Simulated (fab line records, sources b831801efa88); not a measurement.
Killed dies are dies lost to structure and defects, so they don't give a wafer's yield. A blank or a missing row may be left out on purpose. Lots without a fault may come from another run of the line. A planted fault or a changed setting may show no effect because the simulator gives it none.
fab line records | flow sky130
record lots=6 wafers=18 last_day=49
route steps=708 shown FIELD_ISO@29 NWELL@32 DNWELL@35 PWDE@45
lots that met no fault: from a run of the same line without faults
start_h: hours from the record's first day to the start of the lot's first wafer shown | wait_h: hours since the lot's step before | " the same as in the row above | L1.1+2: a row that stands for several wafers | - no value, or no start given | * or withheld: withheld | < > ~ a bound
route shown NAME@n: a module of which the file shows steps, and the number in the route of the first | usual: mean/standard deviation of fault-free wafers | same: alike in all rows | chamber/n: place in a boat | sites: the reading at each site | _std_site: their standard deviation | _edge_site: outer sites' mean less inner sites' | radius_mm: how far each site lies from the wafer's centre | mask NAME#n: copy n | behind: the tool/chamber that last shaped the wafer | hold: why the lot was held/for how many hours/how that ended | device: the transistor (n, p or np) that didn't switch | end of line: the same wafers' tests at the end of the route | a step without rows: its recipe alone | killed: dies lost to structure and defects at the first sort, not the wafer's yield | map: a wafer's dies, x killed, . not, _ none there
set.NAME: the setting as run; set.NAME@STEP: as run at that earlier step | model.NAME: the simulator's own value behind a step, which no gauge read
lots at some steps of the route; a table a step, a row a wafer
services: from which hour (start_h, from the record's first day; less than 0 if before it) a tool's chamber was out of use, for how many hours, and why
## steps
# step SKY_FIELD_ISO_WET_ETCH_28
# recipe chemistry=dHF target_depth_nm=23.7 target=SiO2 dilution=10:1 temp_c=25 time_s=47
# step SKY_FIELD_ISO_WET_ETCH_29
# recipe chemistry=H3PO4 target_depth_nm=160 target=Si3N4 temp_c=160 time_s=1825
# step SKY_FIELD_ISO_WET_ETCH_30
# recipe chemistry=dHF target_depth_nm=25 target=SiO2 dilution=10:1 temp_c=25 time_s=50
# step SKY_NWELL_CLEAN_00
# recipe chemistry=SC1/SC2 mix=1:4:20 temp_c=70 time_s=150 dry=n2_spin
# step SKY_NWELL_OXIDATION_01
# recipe temp_c=900 ambient=O2 stabilise_s=600 purge_s=300 target_thk_a=100 ox_time_s=1418
# step SKY_NWELL_THK_MEAS_02
# recipe reads=SiO2_of_NWELL_OXIDATION_01
# usual NWELL_OXIDATION_THK=9.97/0.19
# columns lot.wafer tool chamber start_h wait_h NWELL_OXIDATION_THK[nm]
L808.4 film_metro-02 - 41.06 0.0 9.79
L808.5 " - " " 9.68
L808.6 " - " " 9.66
L814.3 film_metro-02 - 72.46 0.0 9.86
L814.4 " - " " 9.96
L814.6 " - " " 10.04
L815.2 film_metro-01 - 91.68 0.0 10.17
L815.3 " - " " 10.03
L815.5 " - " " 10.26
L823.2 film_metro-01 - 119.92 0.0 9.91
L823.4 " - " " 10.05
L823.6 " - " " 9.87
L826.2 film_metro-01 - 137.41 0.0 10.05
L826.5 " - " " 10.19
L826.6 " - " " 9.99
L828.1 film_metro-04 - 145.94 0.0 9.93
L828.3 " - " " 9.81
L828.6 " - " " 10.01
# step SKY_DNWELL_DEHYDRATE_00
# recipe temp_c=200 time_s=60
# step SKY_DNWELL_HMDS_01
# recipe prime_time_s=60 prime_temp_c=120
# step SKY_DNWELL_COAT_02
# recipe spin_rpm=2000 resist_thk_nm=3000
# step SKY_DNWELL_SOFTBAKE_03
# recipe temp_c=110 time_s=withheld
# step SKY_DNWELL_EXPOSE_04
# recipe mask_id=DNM na=0.57 target_cd_nm=3000 dose_mj=222
# step SKY_DNWELL_PEB_05
# recipe temp_c=115 time_s=withheld
# step SKY_DNWELL_DEVELOP_06
# recipe wall_angle_deg=90 developer=TMAH develop_time_s=60 dev_temp_c=23
# usual chill_plate_temp_C=22.98/0.11 develop_time_s=60/0
# columns lot.wafer tool chamber start_h wait_h chill_plate_temp_C develop_time_s
L808.4 litho_track-03 0 55 - 22.91 60
L808.5 " 0 " " 22.78 60
L808.6 " 0 " " 23.04 60
L814.3 litho_track-01 - 89 - - -
L814.4 " - " " - -
L814.6 " - " " - -
L815.2 litho_track-01 - 108 - - -
L815.3 " - " " - -
L815.5 " - " " - -
L823.2 litho_track-01 0 138 - 22.90 60
L823.4 " 0 " " 22.92 60
L823.6 " 0 " " 22.79 60
L826.2 litho_track-04 0 157 - 22.98 60
L826.5 " 0 " " 23.04 60
L826.6 " 0 " " 22.95 60
L828.1 litho_track-03 0 165 - 22.96 60
L828.3 " 0 " " 23.03 60
L828.6 " 0 " " 22.92 60
# step SKY_DNWELL_IMPLANT_07
# recipe species=P energy_kev=withheld dose_cm2=withheld tilt_deg=withheld
# step SKY_DNWELL_STRIP_08
# recipe chemistry=O2/N2 power_w=1400 pressure_mtorr=1500 platen_temp_c=withheld o2_flow_sccm=3000 n2_flow_sccm=300 overash_fraction=0.5
# usual drypump_motor_current_A=5.5/0.42 oes_product_au=0.722/0.0048 strip_time_to_endpoint_s=36.94/0.1
# same overash_fraction=0.5
# columns lot.wafer tool chamber start_h wait_h drypump_motor_current_A oes_product_au rf_hours_counter_h strip_time_to_endpoint_s
L808.4 plasma_asher-04 0 56.10 0.1 5.2 0.721 - 36.88
L808.5 " 0 " " 5.2 0.725 - 36.92
L808.6 " 1 " " 4.7 0.720 - 36.96
L814.3 plasma_asher-04 1 89.99 0.1 4.7 0.723 - 37.02
L814.4 " 0 " " 5.2 0.726 - 37.06
L814.6 " 1 " " 4.7 0.717 - 37.03
L815.2 plasma_asher-02 1 108.81 0.1 5.7 0.725 47 36.85
L815.3 " 0 " " 5.4 0.721 - 36.95
L815.5 " 1 " " 5.7 0.714 - 37.00
L823.2 plasma_asher-04 1 138.81 0.1 4.7 0.725 2 37.05
L823.4 " 0 " " 5.2 0.722 - 36.99
L823.6 " 0 " " 5.2 0.726 - 37.05
L826.2 plasma_asher-04 0 157.51 0.1 5.2 0.719 5 36.68
L826.5 " 0 " " 5.2 0.724 - 36.93
L826.6 " 1 " " 4.7 0.728 - 36.76
L828.1 plasma_asher-03 0 165.46 0.1 6.1 0.722 35 36.99
L828.3 " 0 " " 6.1 0.723 - 36.83
L828.6 " 0 " " 6.1 0.725 - 36.91
# step SKY_DNWELL_TW_MEAS_09
# usual DNWELL_TW=1104/7.7
# columns lot.wafer tool chamber start_h wait_h DNWELL_TW
L808.4 film_metro-04 - 56.19 0.1 1107
L808.5 " - " " 1109
L808.6 " - " " 1105
L814.3 film_metro-02 - 90.08 0.1 30
L814.4 " - " " 30
L814.6 " - " " 30
L815.2 film_metro-01 - 108.92 0.1 30
L815.3 " - " " 30
L815.5 " - " " 30
L823.2 film_metro-02 - 138.92 0.1 1108
L823.4 " - " " 1112
L823.6 " - " " 1109
L826.2 film_metro-04 - 157.62 0.1 1090
L826.5 " - " " 1088
L826.6 " - " " 1103
L828.1 film_metro-01 - 165.56 0.1 1101
L828.3 " - " " 1103
L828.6 " - " " 1101
# step SKY_PWDE_DEHYDRATE_00
# recipe temp_c=200 time_s=60
## services
# columns tool chamber start_h hours kind
plasma_asher-03 - 74.33 4.3 pm
plasma_asher-03 - 90.21 12.5 repair
plasma_asher-04 - 108.75 9.0 pm
plasma_asher-04 0 108.75 9.0 vent_cycle
plasma_asher-04 1 108.75 9.0 vent_cycle
plasma_asher-04 - 117.11 0.5 repair
plasma_asher-04 0 117.75 - clean
plasma_asher-04 1 117.75 - clean
plasma_asher-02 - 129.45 13.3 pm
plasma_asher-02 - 142.78 28.1 pm
## key
first_sign step=SKY_DNWELL_DEVELOP_06 reading=tool_record direction=missing
effect step=SKY_DNWELL_TW_MEAS_09 reading=DNWELL_TW direction=down sigmas=99+ usual=1104 struck=30
met_at SKY_DNWELL_DEVELOP_06
struck_wafers L814.3,L814.4,L814.6,L815.2,L815.3,L815.5
sort_left_out L814.3,L814.4,L814.6,L815.2,L815.3,L815.5
tester_left_out L814,L815
fault kind=skipped_step_whole tool=litho_track-01 chamber=- onset_h=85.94 steps=SKY_DNWELL_DEVELOP_06 scope=struck_lots_only
# tester_left_out: of these lots the tester's yield and bins aren't shown, on N5 and GAA mostly nor the transistor test; their killed dies are dies lost to structure and defects alone, not to doping, threshold or leakage, so they don't give the yield
# sort_left_out: the simulated sort isn't trusted on such a fault, so these wafers' sort isn't shown, and their yield isn't known
